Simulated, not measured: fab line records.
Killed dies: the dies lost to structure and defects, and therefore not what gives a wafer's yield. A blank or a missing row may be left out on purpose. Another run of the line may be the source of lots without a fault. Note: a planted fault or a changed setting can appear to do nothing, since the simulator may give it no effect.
fab line records + flow sfqLine
record
- lots=14
- wafers=42
- lastDay=90
route steps=325 shown M2@89 I5@235 I6@267 M7@282
lots untouched by any fault: they come from a run of this same line in which no faults occurred
startH: start of the lot's first displayed wafer, in hours after the record's first day + waitH: hours since the lot's step before + " identical to the entry in the row above + L1.1+2: a row that stands for several wafers + - either no value or no given start + * or withheld: withheld + < > ~ a bound
route shown NAME@n: NAME is a module with steps in the file, n the number in the route of the first one + usual: average and standard deviation across the fault-free wafers + same: alike in all rows + chamber/n: place in a boat + sites: per-site readings + _std_site: their standard deviation + _edge_site: mean of outer sites minus mean of inner sites + radiusMm: how far each site lies from the wafer's centre + mask NAME#n: copy n + behind: tool/chamber where the wafer was last shaped + hold: the reason the lot was held/the length of the hold in hours/how it ended + device: which transistor (n, p or np) failed to switch + end of line: at the end of the route, the tests of the same wafers + for a step that has no rows: nothing shown but its recipe + killed: count of dies lost to structure and defects at first sort (not the wafer's yield) + map: shows each die of a wafer: x if killed, . if not, _ if none is there
set.NAME: the run value of the setting; set.NAME@STEP: its run value at that earlier step + model.NAME: the simulator's own value behind a step, which no gauge read
one table for each step of the route and one row for each wafer, over a sample of lots
services: when a tool's chamber went out of use (startH, in hours from the record's first day, below 0 if earlier), for how many hours, and the reason
## steps
# step SFQ_TRILAYER_M2_DEP_SPUTTER_055
# recipe
- material=Nb
- basePressurePa=1.33e-06
- chamberPressurePa=0.1333
- substrateTempC=20
- resputterCathodeVoltageV=400
- targetThkNm=200
- powerW=2000
- timeS=133.3
# usual
- substrateTempC=20.01/0.1
- throttleValvePct=30.2/1.1
| lot.wafer | tool          | chamber | startH | waitH | substrateTempC | throttleValvePct |
|-----------|---------------|---------|--------|-------|----------------|------------------|
| L710.3    | pvdSputter-03 | -       | 546.33 | 0.0   | 20.14          | 29.5             |
| L710.4    | "             | -       | "      | "     | 20.09          | 29.1             |
| L710.6    | "             | -       | "      | "     | 19.90          | 28.9             |
| L711.1    | pvdSputter-03 | -       | 551.88 | 0.0   | 19.98          | 30.9             |
| L711.2    | "             | -       | "      | "     | 20.26          | 29.7             |
| L711.3    | "             | -       | "      | "     | 19.90          | 28.7             |
| L712.1    | pvdSputter-03 | -       | 562.68 | 0.0   | 20.11          | 28.8             |
| L712.5    | "             | -       | "      | "     | 19.85          | 30.9             |
| L712.6    | "             | -       | "      | "     | 20.10          | 28.8             |
| L714.2    | pvdSputter-05 | -       | 586.21 | 0.0   | 19.95          | 31.1             |
| L714.4    | "             | -       | "      | "     | 19.87          | 29.9             |
| L714.5    | "             | -       | "      | "     | 19.90          | 31.4             |
| L715.1    | pvdSputter-04 | -       | 595.81 | 0.0   | 19.99          | 28.3             |
| L715.5    | "             | -       | "      | "     | 20.07          | 30.7             |
| L715.6    | "             | -       | "      | "     | 20.18          | 31.4             |
| L716.1    | pvdSputter-05 | -       | 599.41 | 0.0   | 19.93          | 30.1             |
| L716.4    | "             | -       | "      | "     | 20.08          | 29.9             |
| L716.5    | "             | -       | "      | "     | 19.83          | 30.2             |
| L717.2    | pvdSputter-04 | -       | 602.42 | 0.0   | 19.94          | 28.1             |
| L717.3    | "             | -       | "      | "     | 19.98          | 30.9             |
| L717.6    | "             | -       | "      | "     | 19.88          | 31.2             |
| L718.2    | pvdSputter-05 | -       | 607.21 | 0.0   | 19.99          | 30.4             |
| L718.4    | "             | -       | "      | "     | 20.06          | 31.4             |
| L718.6    | "             | -       | "      | "     | 20.04          | 31.2             |
| L721.1    | pvdSputter-05 | -       | 631.01 | 0.0   | 19.84          | 30.2             |
| L721.2    | "             | -       | "      | "     | 20.14          | 30.0             |
| L721.5    | "             | -       | "      | "     | 20.00          | 30.4             |
| L722.2    | pvdSputter-03 | -       | 641.36 | 0.0   | 19.93          | 28.5             |
| L722.3    | "             | -       | "      | "     | 20.07          | 29.0             |
| L722.4    | "             | -       | "      | "     | 20.13          | 29.4             |
| L726.2    | pvdSputter-04 | -       | 678.83 | 0.0   | 19.91          | 28.1             |
| L726.4    | "             | -       | "      | "     | 19.95          | 31.2             |
| L726.6    | "             | -       | "      | "     | 19.99          | 31.0             |
| L729.1    | pvdSputter-04 | -       | 718.26 | 0.0   | 19.82          | 31.5             |
| L729.4    | "             | -       | "      | "     | 19.99          | 28.2             |
| L729.6    | "             | -       | "      | "     | 19.97          | 30.8             |
| L730.1    | pvdSputter-05 | -       | 725.59 | 0.0   | 20.15          | 30.2             |
| L730.2    | "             | -       | "      | "     | 19.98          | 30.4             |
| L730.6    | "             | -       | "      | "     | 19.88          | 30.6             |
| L731.2    | pvdSputter-03 | -       | 729.19 | 0.0   | 20.09          | 28.8             |
| L731.4    | "             | -       | "      | "     | 20.00          | 28.8             |
| L731.5    | "             | -       | "      | "     | 20.06          | 31.0             |
# step SFQ_I5_OVL_MEAS_936
# usual
- I5_OVL=-2/5.4
| lot.wafer | tool       | chamber | startH  | waitH | I5_OVL[nm] |
|-----------|------------|---------|---------|-------|------------|
| L710.3    | overlay-01 | -       | 1568.04 | 0.1   | -3         |
| L710.4    | "          | -       | "       | "     | -9         |
| L710.6    | "          | -       | "       | "     | 4          |
| L711.1    | overlay-02 | -       | 1570.43 | 0.1   | -2         |
| L711.2    | "          | -       | "       | "     | 4          |
| L711.3    | "          | -       | "       | "     | -2         |
| L712.1    | overlay-02 | -       | 1571.63 | 0.1   | -7         |
| L712.5    | "          | -       | "       | "     | -11        |
| L712.6    | "          | -       | "       | "     | -10        |
| L714.2    | overlay-02 | -       | 1575.24 | 0.1   | -1         |
| L714.4    | "          | -       | "       | "     | 0          |
| L714.5    | "          | -       | "       | "     | -4         |
| L715.1    | overlay-02 | -       | 1577.63 | 0.1   | -8         |
| L715.5    | "          | -       | "       | "     | -2         |
| L715.6    | "          | -       | "       | "     | -5         |
| L716.1    | overlay-01 | -       | 1580.03 | 0.1   | 2          |
| L716.4    | "          | -       | "       | "     | 7          |
| L716.5    | "          | -       | "       | "     | -3         |
| L717.2    | overlay-02 | -       | 1581.24 | 0.1   | -10        |
| L717.3    | "          | -       | "       | "     | -6         |
| L717.6    | "          | -       | "       | "     | -9         |
| L718.2    | overlay-02 | -       | 1586.04 | 0.1   | -7         |
| L718.4    | "          | -       | "       | "     | -1         |
| L718.6    | "          | -       | "       | "     | -2         |
| L721.1    | overlay-01 | -       | 1594.43 | 0.1   | -7         |
| L721.2    | "          | -       | "       | "     | -2         |
| L721.5    | "          | -       | "       | "     | -10        |
| L722.2    | overlay-02 | -       | 1598.04 | 0.1   | 3          |
| L722.3    | "          | -       | "       | "     | -4         |
| L722.4    | "          | -       | "       | "     | -3         |
| L726.2    | overlay-02 | -       | 1623.36 | 0.1   | -4         |
| L726.4    | "          | -       | "       | "     | -3         |
| L726.6    | "          | -       | "       | "     | -3         |
| L729.1    | overlay-02 | -       | 1631.76 | 0.1   | 6          |
| L729.4    | "          | -       | "       | "     | 3          |
| L729.6    | "          | -       | "       | "     | -7         |
| L730.1    | overlay-02 | -       | 1635.36 | 0.1   | 3          |
| L730.2    | "          | -       | "       | "     | 6          |
| L730.6    | "          | -       | "       | "     | 5          |
| L731.2    | overlay-01 | -       | 1636.56 | 0.1   | -1         |
| L731.4    | "          | -       | "       | "     | 2          |
| L731.5    | "          | -       | "       | "     | -1         |
# step SFQ_TRILAYER_I6_CMP_CMP_166
# recipe
- material=SiO2
- downForcePsi=3
- platenRpm=60
- padVelocityMS=0.94248
# usual
- motorCurrentA=10.4/1.2
- slurryFilterDpKPa=13.49/0.13
- timeToEndpointS=219/8
| lot.wafer | tool   | chamber | startH  | waitH | motorCurrentA | slurryFilterDpKPa | timeToEndpointS |
|-----------|--------|---------|---------|-------|---------------|-------------------|-----------------|
| L710.3    | cmp-02 | 0       | 1673.48 | 0.0   | 10.2          | 13.58             | 224             |
| L710.4    | "      | 2       | 1674.48 | 1.0   | 9.6           | 13.49             | 225             |
| L710.6    | "      | 1       | 1675.98 | 2.5   | 13.1          | 13.45             | 230             |
| L711.3    | cmp-02 | 1       | 1678.09 | 0.0   | 12.4          | 13.25             | 209             |
| L711.2    | "      | 2       | "       | "     | 9.5           | 13.51             | 208             |
| L711.1    | "      | 3       | "       | "     | 12.5          | 13.56             | 213             |
| L712.1    | cmp-01 | 2       | 1680.25 | 0.0   | 9.9           | 13.57             | 213             |
| L712.5    | "      | 2       | 1682.25 | 2.0   | 10.1          | 13.44             | 216             |
| L712.6    | "      | 3       | "       | "     | 10.6          | 13.64             | 235             |
| L714.2    | cmp-01 | 2       | 1687.62 | 0.0   | 10.4          | 13.41             | 213             |
| L714.4    | "      | 3       | "       | "     | 10.9          | 13.59             | 227             |
| L714.5    | "      | 2       | 1689.62 | 2.0   | 9.6           | 13.61             | 226             |
| L715.1    | cmp-02 | 2       | 1691.52 | 1.5   | 9.4           | 13.67             | 208             |
| L715.5    | "      | 3       | "       | "     | 12.1          | 13.51             | 208             |
| L715.6    | "      | 0       | "       | "     | 10.1          | 13.42             | 214             |
| L716.4    | cmp-01 | 2       | 1691.72 | 0.5   | 10.1          | 13.73             | 224             |
| L716.1    | "      | 0       | 1692.72 | 1.5   | 8.4           | 13.57             | 231             |
| L716.5    | "      | 2       | 1693.72 | 2.5   | 9.7           | 13.56             | 228             |
| L717.2    | cmp-01 | 1       | 1694.84 | 0.0   | 9.7           | 13.38             | 218             |
| L717.3    | "      | 2       | "       | "     | 10.2          | 13.39             | 211             |
| L717.6    | "      | 1       | 1696.84 | 2.0   | 10.2          | 13.53             | 226             |
| L718.2    | cmp-01 | 2       | 1698.34 | 1.1   | 10.1          | 13.37             | 207             |
| L718.4    | "      | 3       | "       | "     | 10.3          | 13.49             | 225             |
| L718.6    | "      | 2       | 1700.34 | 3.1   | 9.7           | 13.56             | 210             |
| L721.1    | cmp-01 | 1       | 1792.52 | 0.6   | 9.8           | 13.76             | 208             |
| L721.2    | "      | 0       | 1794.02 | 2.1   | 8.9           | 13.37             | 213             |
| L721.5    | "      | 1       | "       | "     | 9.1           | 13.40             | 214             |
| L722.4    | cmp-02 | 3       | 1794.86 | 0.5   | 11.7          | 13.62             | 223             |
| L722.3    | "      | 0       | "       | "     | 10.1          | 13.42             | 223             |
| L722.2    | "      | 1       | "       | "     | 13.0          | 13.44             | 217             |
| L726.4    | cmp-02 | 3       | 1821.96 | 0.0   | 11.8          | 13.45             | 220             |
| L726.2    | "      | 1       | 1822.96 | 1.0   | 12.9          | 13.27             | 214             |
| L726.6    | "      | 0       | 1824.46 | 2.5   | 10.2          | 13.67             | 229             |
| L729.1    | cmp-01 | 0       | 1837.37 | 4.6   | 8.9           | 13.78             | 263             |
| L729.4    | "      | 1       | "       | "     | 9.6           | 13.61             | 212             |
| L729.6    | "      | 0       | 1839.37 | 6.6   | 9.1           | 13.67             | 277             |
| L730.1    | cmp-01 | 1       | 1842.87 | 5.6   | 9.1           | 13.66             | 277             |
| L730.2    | "      | 3       | 1843.87 | 6.6   | 10.3          | 13.57             | 209             |
| L730.6    | "      | 2       | 1845.37 | 8.1   | 9.8           | 13.35             | 279             |
| L731.2    | cmp-02 | 1       | 1844.71 | 5.1   | 12.3          | 13.47             | 217             |
| L731.4    | "      | 3       | 1845.71 | 6.0   | 12.5          | 13.42             | 221             |
| L731.5    | "      | 2       | 1847.21 | 7.5   | 9.5           | 13.66             | 220             |
# step SFQ_TRILAYER_I6_METRO_MEASURE_167
# usual
- thkNm=200.5/1.3
| lot.wafer | tool         | chamber | startH  | waitH | thkNm |
|-----------|--------------|---------|---------|-------|-------|
| L710.3    | filmMetro-02 | -       | 1677.00 | 0.5   | 200.4 |
| L710.4    | "            | -       | "       | "     | 199.5 |
| L710.6    | "            | -       | "       | "     | 198.2 |
| L711.1    | filmMetro-04 | -       | 1681.21 | 0.1   | 200.6 |
| L711.2    | "            | -       | "       | "     | 199.4 |
| L711.3    | "            | -       | "       | "     | 201.1 |
| L712.1    | filmMetro-01 | -       | 1683.37 | 0.1   | 200.1 |
| L712.5    | "            | -       | "       | "     | 200.4 |
| L712.6    | "            | -       | "       | "     | 201.6 |
| L714.2    | filmMetro-04 | -       | 1690.94 | 0.3   | 201.3 |
| L714.4    | "            | -       | "       | "     | 201.4 |
| L714.5    | "            | -       | "       | "     | 200.1 |
| L715.1    | filmMetro-01 | -       | 1693.14 | 0.1   | 199.6 |
| L715.5    | "            | -       | "       | "     | 200.6 |
| L715.6    | "            | -       | "       | "     | 200.8 |
| L716.1    | filmMetro-04 | -       | 1694.34 | 0.1   | 201.6 |
| L716.4    | "            | -       | "       | "     | 199.0 |
| L716.5    | "            | -       | "       | "     | 201.0 |
| L717.2    | filmMetro-02 | -       | 1698.16 | 0.3   | 202.9 |
| L717.3    | "            | -       | "       | "     | 200.4 |
| L717.6    | "            | -       | "       | "     | 201.3 |
| L718.2    | filmMetro-02 | -       | 1701.16 | 0.3   | 199.7 |
| L718.4    | "            | -       | "       | "     | 201.2 |
| L718.6    | "            | -       | "       | "     | 198.9 |
| L721.1    | filmMetro-02 | -       | 1795.64 | 0.1   | 200.5 |
| L721.2    | "            | -       | "       | "     | 202.6 |
| L721.5    | "            | -       | "       | "     | 198.5 |
| L722.2    | filmMetro-01 | -       | 1797.68 | 0.3   | 200.1 |
| L722.3    | "            | -       | "       | "     | 201.1 |
| L722.4    | "            | -       | "       | "     | 199.5 |
| L726.2    | filmMetro-02 | -       | 1825.28 | 0.3   | 200.5 |
| L726.4    | "            | -       | "       | "     | 200.8 |
| L726.6    | "            | -       | "       | "     | 202.0 |
| L729.1    | filmMetro-01 | -       | 1839.99 | 0.1   | 301.3 |
| L729.4    | "            | -       | "       | "     | 199.1 |
| L729.6    | "            | -       | "       | "     | 304.5 |
| L730.1    | filmMetro-02 | -       | 1845.99 | 0.1   | 303.0 |
| L730.2    | "            | -       | "       | "     | 200.3 |
| L730.6    | "            | -       | "       | "     | 303.2 |
| L731.2    | filmMetro-04 | -       | 1848.03 | 0.3   | 200.0 |
| L731.4    | "            | -       | "       | "     | 200.3 |
| L731.5    | "            | -       | "       | "     | 200.3 |
# step SFQ_TRILAYER_I6_VIA_ETCH_VIA_ETCH_172
# recipe
- target=SiO2
- stopOn=Nb
- maskMaterial=PR
- taperDeg=20
- chemistry=CHF3
- targetDepthNm=260
- sourceW=500
- biasW=80
- pressureMtorr=30
- timeS=withheld
# usual
- drypumpMotorCurrentA=5.7/0.38
- oesProductAu=0.856/0.0061
| lot.wafer | tool       | chamber | startH  | waitH | drypumpMotorCurrentA | oesProductAu |
|-----------|------------|---------|---------|-------|----------------------|--------------|
| L710.3    | rieDiel-04 | 0       | 1770.57 | 0.0   | 6.2                  | 0.853        |
| L710.4    | "          | 3       | "       | "     | 6.2                  | 0.852        |
| L710.6    | "          | 0       | "       | "     | 6.2                  | 0.849        |
| L711.1    | rieDiel-03 | 3       | 1775.37 | 0.0   | 5.3                  | 0.854        |
| L711.2    | "          | 1       | "       | "     | 5.7                  | 0.857        |
| L711.3    | "          | 2       | "       | "     | 6.2                  | 0.858        |
| L712.1    | rieDiel-04 | 0       | 1777.77 | 0.0   | 6.1                  | 0.848        |
| L712.5    | "          | 1       | "       | "     | 5.8                  | 0.855        |
| L712.6    | "          | 2       | "       | "     | 6.0                  | 0.861        |
| L714.2    | rieDiel-03 | 0       | 1783.77 | 0.0   | 5.3                  | 0.857        |
| L714.4    | "          | 1       | "       | "     | 5.7                  | 0.863        |
| L714.5    | "          | 3       | "       | "     | 5.3                  | 0.856        |
| L715.1    | rieDiel-03 | 3       | 1787.37 | 0.0   | 5.3                  | 0.852        |
| L715.5    | "          | 0       | "       | "     | 5.3                  | 0.866        |
| L715.6    | "          | 3       | "       | "     | 5.3                  | 0.854        |
| L716.1    | rieDiel-04 | 2       | 1789.77 | 0.0   | 5.9                  | 0.849        |
| L716.4    | "          | 3       | "       | "     | 6.3                  | 0.847        |
| L716.5    | "          | 3       | "       | "     | 6.2                  | 0.861        |
| L717.2    | rieDiel-03 | 1       | 1791.34 | 0.0   | 5.7                  | 0.861        |
| L717.3    | "          | 2       | "       | "     | 6.1                  | 0.848        |
| L717.6    | "          | 3       | "       | "     | 5.3                  | 0.872        |
| L718.2    | rieDiel-04 | 0       | 1792.54 | 0.0   | 6.2                  | 0.857        |
| L718.4    | "          | 1       | "       | "     | 5.8                  | 0.852        |
| L718.6    | "          | 2       | "       | "     | 6.0                  | 0.848        |
| L721.1    | rieDiel-02 | 3       | 1811.54 | 0.0   | 5.7                  | 0.850        |
| L721.2    | "          | 0       | "       | "     | 5.5                  | 0.861        |
| L721.5    | "          | 1       | "       | "     | 4.9                  | 0.846        |
| L722.2    | rieDiel-03 | 0       | 1812.74 | 0.0   | 5.3                  | 0.846        |
| L722.3    | "          | 3       | "       | "     | 5.3                  | 0.861        |
| L722.4    | "          | 1       | "       | "     | 5.7                  | 0.852        |
| L726.2    | rieDiel-04 | 0       | 1901.34 | 0.0   | 6.2                  | 0.865        |
| L726.4    | "          | 3       | "       | "     | 6.2                  | 0.844        |
| L726.6    | "          | 1       | "       | "     | 5.7                  | 0.859        |
| L729.1    | rieDiel-03 | 3       | 1913.34 | 0.0   | 5.3                  | 0.994        |
| L729.4    | "          | 2       | "       | "     | 6.2                  | 0.854        |
| L729.6    | "          | 0       | "       | "     | 5.3                  | 1.010        |
| L730.1    | rieDiel-02 | 1       | 1920.07 | 0.0   | 4.9                  | 1.011        |
| L730.2    | "          | 0       | "       | "     | 5.6                  | 0.855        |
| L730.6    | "          | 2       | "       | "     | 5.8                  | 0.993        |
| L731.2    | rieDiel-04 | 2       | 1921.27 | 0.0   | 6.0                  | 0.849        |
| L731.4    | "          | 0       | "       | "     | 6.2                  | 0.857        |
| L731.5    | "          | 2       | "       | "     | 6.0                  | 0.859        |
# step SFQ_TRILAYER_M7_DEP_SPUTTER_175
# recipe
- material=Nb
- basePressurePa=1.33e-06
- chamberPressurePa=0.1333
- substrateTempC=20
- targetThkNm=200
- powerW=2000
- timeS=133.3
# usual
- substrateTempC=20.00/0.11
- throttleValvePct=30.6/1.1
| lot.wafer | tool          | chamber | startH  | waitH | substrateTempC | throttleValvePct |
|-----------|---------------|---------|---------|-------|----------------|------------------|
| L710.3    | pvdSputter-06 | -       | 1771.48 | 0.0   | 19.83          | 31.9             |
| L710.4    | "             | -       | "       | "     | 20.14          | 29.2             |
| L710.6    | "             | -       | "       | "     | 20.12          | 32.1             |
| L711.1    | pvdSputter-04 | -       | 1776.28 | 0.0   | 20.17          | 30.8             |
| L711.2    | "             | -       | "       | "     | 19.99          | 31.1             |
| L711.3    | "             | -       | "       | "     | 20.10          | 31.2             |
| L712.1    | pvdSputter-06 | -       | 1778.68 | 0.0   | 19.91          | 31.4             |
| L712.5    | "             | -       | "       | "     | 19.98          | 30.3             |
| L712.6    | "             | -       | "       | "     | 19.84          | 32.0             |
| L714.2    | pvdSputter-06 | -       | 1784.68 | 0.0   | 20.15          | 29.3             |
| L714.4    | "             | -       | "       | "     | 19.95          | 32.0             |
| L714.5    | "             | -       | "       | "     | 19.93          | 31.6             |
| L715.1    | pvdSputter-04 | -       | 1788.32 | 0.0   | 20.09          | 31.1             |
| L715.5    | "             | -       | "       | "     | 20.07          | 31.2             |
| L715.6    | "             | -       | "       | "     | 19.99          | 28.0             |
| L716.1    | pvdSputter-06 | -       | 1790.68 | 0.0   | 20.13          | 32.0             |
| L716.4    | "             | -       | "       | "     | 20.06          | 31.4             |
| L716.5    | "             | -       | "       | "     | 20.26          | 30.2             |
| L717.2    | pvdSputter-05 | -       | 1792.31 | 0.0   | 19.86          | 31.3             |
| L717.3    | "             | -       | "       | "     | 19.96          | 30.3             |
| L717.6    | "             | -       | "       | "     | 20.01          | 31.2             |
| L718.2    | pvdSputter-04 | -       | 1793.46 | 0.0   | 19.90          | 30.8             |
| L718.4    | "             | -       | "       | "     | 19.99          | 31.4             |
| L718.6    | "             | -       | "       | "     | 20.08          | 31.2             |
| L721.1    | pvdSputter-05 | -       | 1812.46 | 0.0   | 19.75          | 31.4             |
| L721.2    | "             | -       | "       | "     | 19.92          | 30.2             |
| L721.5    | "             | -       | "       | "     | 20.03          | 30.2             |
| L722.2    | pvdSputter-04 | -       | 1813.66 | 0.0   | 20.12          | 31.1             |
| L722.3    | "             | -       | "       | "     | 19.98          | 30.5             |
| L722.4    | "             | -       | "       | "     | 19.98          | 28.3             |
| L726.2    | pvdSputter-06 | -       | 1902.26 | 0.0   | 19.95          | 31.9             |
| L726.4    | "             | -       | "       | "     | 20.18          | 31.4             |
| L726.6    | "             | -       | "       | "     | 19.92          | 29.1             |
| L729.1    | pvdSputter-06 | -       | 1914.26 | 0.0   | 20.06          | 31.4             |
| L729.4    | "             | -       | "       | "     | 20.08          | 29.0             |
| L729.6    | "             | -       | "       | "     | 20.05          | 32.4             |
| L730.1    | pvdSputter-06 | -       | 1920.98 | 0.0   | 20.11          | 29.0             |
| L730.2    | "             | -       | "       | "     | 20.05          | 30.4             |
| L730.6    | "             | -       | "       | "     | 19.98          | 30.4             |
| L731.2    | pvdSputter-06 | -       | 1922.18 | 0.0   | 20.01          | 28.9             |
| L731.4    | "             | -       | "       | "     | 19.98          | 30.4             |
| L731.5    | "             | -       | "       | "     | 20.03          | 32.1             |
## services
| tool          | chamber | startH | hours | kind   |
|---------------|---------|--------|-------|--------|
| pvdSputter-04 | -       | 527.06 | 0.7   | repair |
| pvdSputter-06 | -       | 598.95 | 2.9   | repair |
| cmp-01        | -       | 623.28 | 0.5   | repair |
| pvdSputter-04 | -       | 641.54 | 4.1   | repair |
| cmp-01        | -       | 641.63 | 8.7   | repair |
| pvdSputter-06 | -       | 649.99 | 11.4  | repair |
| cmp-01        | -       | 656.22 | 0.6   | repair |
| cmp-01        | -       | 660.06 | 1.8   | repair |
| pvdSputter-04 | -       | 685.08 | 3.0   | repair |
| pvdSputter-04 | -       | 702.04 | 4.9   | repair |
| pvdSputter-06 | -       | 710.94 | 2.3   | repair |
| cmp-01        | -       | 719.83 | 28.4  | pm     |
| cmp-01        | -       | 748.78 | 1.2   | repair |
| cmp-01        | -       | 751.27 | 4.0   | pm     |
| pvdSputter-04 | -       | 769.19 | 1.7   | repair |
| pvdSputter-06 | -       | 805.21 | 0.9   | repair |
| cmp-01        | -       | 809.50 | 6.6   | pm     |
| cmp-01        | -       | 837.85 | 0.6   | repair |
| pvdSputter-04 | -       | 852.45 | 4.3   | repair |
| cmp-01        | -       | 886.31 | 4.0   | pm     |
| pvdSputter-04 | -       | 886.92 | 8.1   | repair |
| cmp-01        | -       | 890.49 | 5.2   | repair |
| cmp-01        | -       | 895.38 | 0.4   | repair |
| cmp-01        | -       | 930.39 | 0.2   | repair |
## key
firstSign
- step=SFQ_TRILAYER_I6_CMP_CMP_166
- reading=timeToEndpointS
- direction=up
- sigmas=6.9
- usual=*
- struck=*
effect
- step=SFQ_TRILAYER_I6_METRO_MEASURE_167
- reading=thkNm
- direction=up
- sigmas=76
- usual=200.5
- struck=303.0
effect
- step=SFQ_TRILAYER_I6_VIA_ETCH_VIA_ETCH_172
- reading=oesProductAu
- direction=up
- sigmas=24
- usual=0.856
- struck=1.002
metAt SFQ_TRILAYER_I6_CMP_CMP_166
struckLots L729,L730
struckWafers L729.1,L729.6,L730.1,L730.6
notActingAt SFQ_TRILAYER_M2_DEP_SPUTTER_055,SFQ_I5_OVL_MEAS_936,SFQ_TRILAYER_M7_DEP_SPUTTER_175
onsetBetween 1792.52 1837.37
fault
- kind=processParameterDrift
- tool=cmp-01
- chamber=-
- onsetH=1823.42
- steps=SFQ_TRILAYER_I6_CMP_CMP_166
- channel=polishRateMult
- offset=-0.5
- shape=step
- endH=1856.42
- scope=struckWafersOnly
